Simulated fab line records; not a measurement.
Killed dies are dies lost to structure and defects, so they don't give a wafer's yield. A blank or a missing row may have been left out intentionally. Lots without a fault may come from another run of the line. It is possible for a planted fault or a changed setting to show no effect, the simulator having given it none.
Which of the tools did it? -- flow gf180mcu -- 33 wafers from 11 lots sampled at 7 of the route's 602 steps

WHAT THE GAUGES SHOWED, per wafer
GF_NSD_OVL_MEAS_08. Usual: NSD_OVL gives -1.5 nm (standard deviation 1).
lot,measured,on,NSD_OVL (nm),flag
L901,day 14 15:46,overlay-02,-0.9 -1.4 0.1,
L903,day 15 07:44,overlay-01,-2.5 -3.2 -1.2,
L906,day 16 08:52,overlay-01,-0.8 -0.6 -1.7,
L907,day 16 14:04,overlay-02,-1.4 -1.3 -3.7,
L908,day 17 00:19,overlay-01,-1.4 -1.9 -2.2,
L913,day 18 19:49,overlay-01,-1.3 -2.7 -1.3,
L914,day 19 04:13,overlay-01,-1.5 1.0 -0.9,
L916,day 19 20:25,overlay-02,-1.6 -1.0 -1.6,
L917,day 20 10:28,overlay-01,-0.5 0.4 -1.1,
L919,day 20 19:52,overlay-01,-3.4 -2.3 -1.9,
L920,day 21 03:59,overlay-01,-2.5 -2.5 -0.8,

GF_PSD_TW_MEAS_11. Usual: PSD_TW gives 3188 (standard deviation 22).
lot,measured,on,PSD_TW,flag
L901,day 15 13:55,film-metro-02,3202 3196 3204,
L903,day 16 06:14,film-metro-02,3335 3330 3349,OFF
L906,day 17 08:25,film-metro-02,3323 3315 3335,OFF
L907,day 17 13:40,film-metro-02,3331 3304 3309,OFF
L908,day 18 00:04,film-metro-02,3194 3208 3202,
L913,day 19 20:46,film-metro-03,3178 3174 3167,
L914,day 20 04:57,film-metro-01,3166 3184 3153,
L916,day 20 20:46,film-metro-03,3168 3189 3179,
L917,day 21 10:22,film-metro-01,3172 3165 3167,
L919,day 21 19:52,film-metro-01,3177 3181 3176,
L920,day 22 04:08,film-metro-02,3198 3216 3189,

GF_PSD_RS_MEAS_15: uses a four-point probe to measure. Usual: PSD_RS gives 108.5 ohm/sq (standard deviation 0.33).
lot,measured,on,PSD_RS (ohm/sq),flag
L901,day 15 14:16,film-metro-03,108.3 108.7 108.6,
L903,day 16 06:35,film-metro-03,105.3 105.5 105.0,OFF
L906,day 17 08:43,film-metro-03,105.1 104.9 104.5,OFF
L907,day 17 13:58,film-metro-01,105.1 105.1 104.9,OFF
L908,day 18 00:23,film-metro-01,107.8 108.1 108.3,
L913,day 19 21:05,film-metro-01,108.2 108.1 108.1,
L914,day 20 05:16,film-metro-02,108.9 108.3 108.8,
L916,day 20 21:05,film-metro-02,108.8 108.7 108.8,
L917,day 21 10:41,film-metro-01,108.6 108.4 108.7,
L919,day 21 20:10,film-metro-01,107.7 108.0 108.1,
L920,day 22 04:29,film-metro-01,108.6 108.5 108.7,

GF_SAB_CD_MEAS_09: the cd target is 420 nm. Usual: 420.5 nm for cd-nm, sd 2.4.
lot,measured,on,cd-nm (nm),flag
L901,day 16 11:09,cd-sem-02,424.4 420.1 421.0,
L903,day 17 04:59,cd-sem-02,418.7 418.2 417.1,
L906,day 18 07:45,cd-sem-02,417.7 418.2 420.0,
L907,day 18 13:18,cd-sem-02,417.9 418.3 418.9,
L908,day 18 23:22,cd-sem-01,421.3 420.9 423.9,
L913,day 20 21:37,cd-sem-02,423.4 420.3 422.0,
L914,day 21 04:36,cd-sem-01,423.7 423.4 423.4,
L916,day 21 21:04,cd-sem-02,422.5 422.9 424.4,
L917,day 22 10:22,cd-sem-02,420.2 420.8 421.2,
L919,day 22 19:36,cd-sem-01,418.2 417.6 418.5,
L920,day 23 02:34,cd-sem-01,418.1 414.6 417.5,

TOOL THAT RAN EACH LOT (tool first, then ch and the chambers of the sampled wafers, then the start)
lot,GF_POLY_GATE_ETCH_13,GF_PSD_IMPLANT_09,GF_PSD_STRIP_10
L901,"rie-si-02 ch 0,2, day 10 08:25","implanter-04 ch 0, day 15 13:40","plasma-asher-04 ch 0, day 15 13:49"
L903,"rie-si-01 ch 0,1,2, day 10 21:55","implanter-04 ch 0, day 16 06:02","plasma-asher-04 ch 0,1, day 16 06:08"
L906,"rie-si-02 ch 0,3, day 11 19:22","implanter-04 ch 0, day 17 08:10","plasma-asher-03 ch 0,1, day 17 08:19"
L907,"rie-si-02 ch 0,1,3, day 12 00:16","implanter-04 ch 0, day 17 13:25","plasma-asher-01 ch 0,1, day 17 13:34"
L908,"rie-si-01 ch 0,1,2, day 12 10:34","implanter-03 ch 0, day 17 23:50","plasma-asher-03 ch 0,1, day 17 23:58"
L913,"rie-si-02 ch 0,2,3, day 13 20:43","implanter-04 ch 0, day 19 20:32","plasma-asher-03 ch 1, day 19 20:40"
L914,"rie-si-01 ch 0,1,3, day 14 05:22","implanter-04 ch 0, day 20 04:42","plasma-asher-03 ch 0,1, day 20 04:51"
L916,"rie-si-02 ch 1,3, day 14 21:01","implanter-01 ch 0, day 20 20:32","plasma-asher-01 ch 0,1, day 20 20:39"
L917,"rie-si-01 ch 0,1,3, day 15 07:58","implanter-01 ch 0, day 21 10:08","plasma-asher-03 ch 0,1, day 21 10:16"
L919,"rie-si-01 ch 1,2,3, day 15 18:10","implanter-01 ch 0, day 21 19:37","plasma-asher-03 ch 0,1, day 21 19:46"
L920,"rie-si-02 ch 0,1,2, day 16 01:26","implanter-04 ch 0, day 22 03:56","plasma-asher-03 ch 0,1, day 22 04:02"
- GF_POLY_GATE_ETCH_13: etches poly-Si in HBr/Cl2, stops on SiO2, target depth 198.5 nm, time 69.6 s.
- GF_PSD_IMPLANT_09
- GF_PSD_STRIP_10: strips in O2/N2.

AS READ BY THE TOOLS THEMSELVES (means over the sampled wafers that have a number; for cases with no such wafer, the mark the record gives instead)
GF_POLY_GATE_ETCH_13. Usual: drypump-motor-current-A 5.76 A, standard deviation 0.22; mfc-cl2-sccm 50.00 sccm, standard deviation 0.14; oes-product-au 0.990 a.u., standard deviation 0.0069; throttle-valve-pct 33.683 %, standard deviation 0.0091.
lot,tool,drypump-motor-current-A (A),mfc-cl2-sccm (sccm),oes-product-au (a.u.),throttle-valve-pct (%),flag
L901,rie-si-02,5.93,49.99,0.987,33.688,
L903,rie-si-01,5.60,50.07,0.989,33.684,
L906,rie-si-02,5.90,49.85,1.000,33.684,
L907,rie-si-02,5.93,50.05,0.991,33.689,
L908,rie-si-01,5.60,50.16,0.982,33.678,
L913,rie-si-02,5.86,49.85,0.995,33.680,
L914,rie-si-01,5.57,49.93,0.995,33.687,
L916,rie-si-02,5.94,50.09,0.988,33.680,
L917,rie-si-01,5.57,49.99,0.989,33.682,
L919,rie-si-01,5.52,49.97,0.991,33.682,
L920,rie-si-02,5.95,49.98,0.986,33.680,

GF_PSD_IMPLANT_09. Usual: dose-ions-cm2 1.5e+15, standard deviation 1.4e+12; end-station-pressure-torr 1.18e-05 Torr, standard deviation 5.7e-07; faraday-current-uA 8263, standard deviation 170.
lot,tool,dose-ions-cm2,end-station-pressure-torr (Torr),faraday-current-uA,flag
L901,implanter-04,1.5e+15,1.20e-05,8257,
L903,implanter-04,1.8e+15,1.30e-05,9889,OFF
L906,implanter-04,1.8e+15,1.38e-05,10200,OFF
L907,implanter-04,1.8e+15,1.32e-05,9923,OFF
L908,implanter-03,1.5e+15,1.15e-05,8330,
L913,implanter-04,1.5e+15,1.14e-05,8196,
L914,implanter-04,1.5e+15,1.18e-05,8188,
L916,implanter-01,1.5e+15,1.18e-05,8163,
L917,implanter-01,1.5e+15,1.22e-05,8030,
L919,implanter-01,1.5e+15,1.22e-05,8254,
L920,implanter-04,1.5e+15,1.13e-05,8169,

GF_PSD_STRIP_10. Usual: drypump-motor-current-A 5.9 A, standard deviation 0.42; heater-power-w 330 W, standard deviation 28; oes-product-au 0.592 a.u., standard deviation 0.0046; strip-time-to-endpoint-s 16.53 s, standard deviation 0.035.
lot,tool,drypump-motor-current-A (A),heater-power-w (W),oes-product-au (a.u.),strip-time-to-endpoint-s (s),flag
L901,plasma-asher-04,5.6,365,0.593,16.54,
L903,plasma-asher-04,5.5,310,0.579,17.11,OFF
L906,plasma-asher-03,6.3,320,0.579,17.13,OFF
L907,plasma-asher-01,5.8,331,0.576,17.15,OFF
L908,plasma-asher-03,6.1,330,0.592,16.51,
L913,plasma-asher-03,5.9,343,0.593,16.59,
L914,plasma-asher-03,6.1,334,0.590,16.56,
L916,plasma-asher-01,5.8,336,0.596,16.56,
L917,plasma-asher-03,6.3,326,0.591,16.56,
L919,plasma-asher-03,6.3,325,0.590,16.55,
L920,plasma-asher-03,6.3,321,0.596,16.55,

THE ANSWER, worked out from the rows above alone
Rule: take the mean of a lot's wafers that have a number; if it is more than 3 standard deviations from the usual mean, the lot is off. A lot without any number at a reading at which 4 lots or more have one is off too. Any other lot the step has rows for is counted as sound. After the gauges, taken in route order, come the tools' own readings; for these a lot's mean is taken, as printed above. At the first step where some lot is off, the reading lying furthest off is the one used; lots without a number count as furthest.
Off: at GF_PSD_TW_MEAS_11 (PSD_TW), L903, L906, L907.
If a tool, at a process step before that reading, ran all the lots that are off and no sound lot after the first of them, it fits. Not tried: the gauges at GF_PSD_TW_MEAS_11; whatever is off there is also off at GF_PSD_RS_MEAS_15, on other tools, and gauge error can't account for it. Of those tried, none fits.

WHAT WAS PUT IN BY THE SIMULATOR
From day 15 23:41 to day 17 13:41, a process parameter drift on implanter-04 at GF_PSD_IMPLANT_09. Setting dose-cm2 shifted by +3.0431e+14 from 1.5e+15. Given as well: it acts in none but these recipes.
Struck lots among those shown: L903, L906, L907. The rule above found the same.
